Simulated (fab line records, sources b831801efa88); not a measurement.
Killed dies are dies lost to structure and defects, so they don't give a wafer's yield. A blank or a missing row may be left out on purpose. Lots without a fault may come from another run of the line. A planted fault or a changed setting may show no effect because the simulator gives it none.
Problem report in the 8D (eight disciplines) form, filled by code | flow sky130 | the parts of the form that need people (team, actions taken, sign-off) are left out

1. THE PROBLEM
SD_N_TW at SKY_SD_N_TW_MEAS_12 reads a mean of 4116 on 6 wafers of 2 lots; wafers without a fault read 3922 with a standard deviation of 24. That is +8.1 standard deviations from the usual mean.
First seen on wafer L805.3, day 32 23:29, on film_metro-04. The record holds 33 wafers of 11 lots with a number at this step. Rule for "out", or "out of limits": more than 4 standard deviations from the usual mean. The other wafers with a number count as sound.

2. WHAT IT IS AND WHAT IT IS NOT
question                    | is                           | is not
which readings at this step | SD_N_TW                      | -
which lots                  | L805, L808                   | L794, L795, L796, L798, L809, L811, L812, L813, L814
which wafers of those lots  | all that have a number       | -
read on which gauges        | film_metro-01, film_metro-04 | film_metro-02
when                        | from day 32 23:29            | up to then (12 sound wafers); but 15 sound wafers of L809, L811, L812, L813, L814 came after

3. SUSPECTS, AND WHAT RULES EACH OUT
Counting: a tool at a process step up to the reading stays a suspect if it ran every lot that is out and no sound lot after the first of them.
- the gauge at SKY_SD_N_TW_MEAS_12: ruled out. The wafers that are out were read on 2 gauges (film_metro-01, film_metro-04).
- implanter-02 at SKY_SD_N_IMPLANT_09: kept. It ran every lot that is out, first L805 (day 32 23:07), and no sound lot after that; its last sound lot up to then is L795 (day 29 06:38). Its own readings are out on those wafers: beam_energy_keV.
Left after counting: implanter-02 at SKY_SD_N_IMPLANT_09.

4. THE CAUSE (what the simulator had put in)
Process parameter drift: implanter-02, from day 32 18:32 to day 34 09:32, at SKY_SD_N_IMPLANT_09. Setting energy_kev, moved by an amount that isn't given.
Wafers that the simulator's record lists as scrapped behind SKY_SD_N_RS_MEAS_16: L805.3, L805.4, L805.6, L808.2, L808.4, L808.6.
Counting left only this tool.

5. THE CHAIN OF EFFECTS, in route order
Each row: a reading whose mean over the struck wafers that have a number lies more than 3 standard deviations from the usual. Only readings for which the record gives a usual standard deviation are gone through. hours: the time from each lot's start at the first step in this table that gives one to its start at this step, as a median over the lots. sigmas: the change in usual standard deviations.
hours | step                | reading                  | usual        | on struck wafers | change  | sigmas
0     | SKY_SD_N_IMPLANT_09 | beam_energy_keV          | 50.000       | 60.948           | +10.948 | +99 or more
0     | SKY_SD_N_STRIP_11   | oes_product_au           | 0.527 a.u.   | 0.508            | -0.019  | -4.2
0     | SKY_SD_N_STRIP_11   | strip_time_to_endpoint_s | 22.54 s      | 24.20            | +1.66   | +39
0     | SKY_SD_N_TW_MEAS_12 | SD_N_TW                  | 3922         | 4116             | +194    | +8.1
3     | SKY_SD_N_RS_MEAS_16 | SD_N_RS                  | 68.63 ohm/sq | 61.68            | -6.95   | -70
The process steps in it:
- SKY_SD_N_IMPLANT_09
- SKY_SD_N_STRIP_11: strips in O2/N2.

6. WHAT WOULD HAVE CAUGHT IT SOONER
In this record the first reading out of limits at a measuring or inspecting step was taken at day 32 23:29, 5 hours after the fault began at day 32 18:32.
The tool's own readings at SKY_SD_N_IMPLANT_09 were out on every struck wafer that the step has a row for (beam_energy_keV): an alarm limit on them would have fired on the first of those.
Of the lots that are out (2), L808 began SKY_SD_N_IMPLANT_09 on implanter-02 after day 32 23:29. A hold on the tool at that time would have spared it.
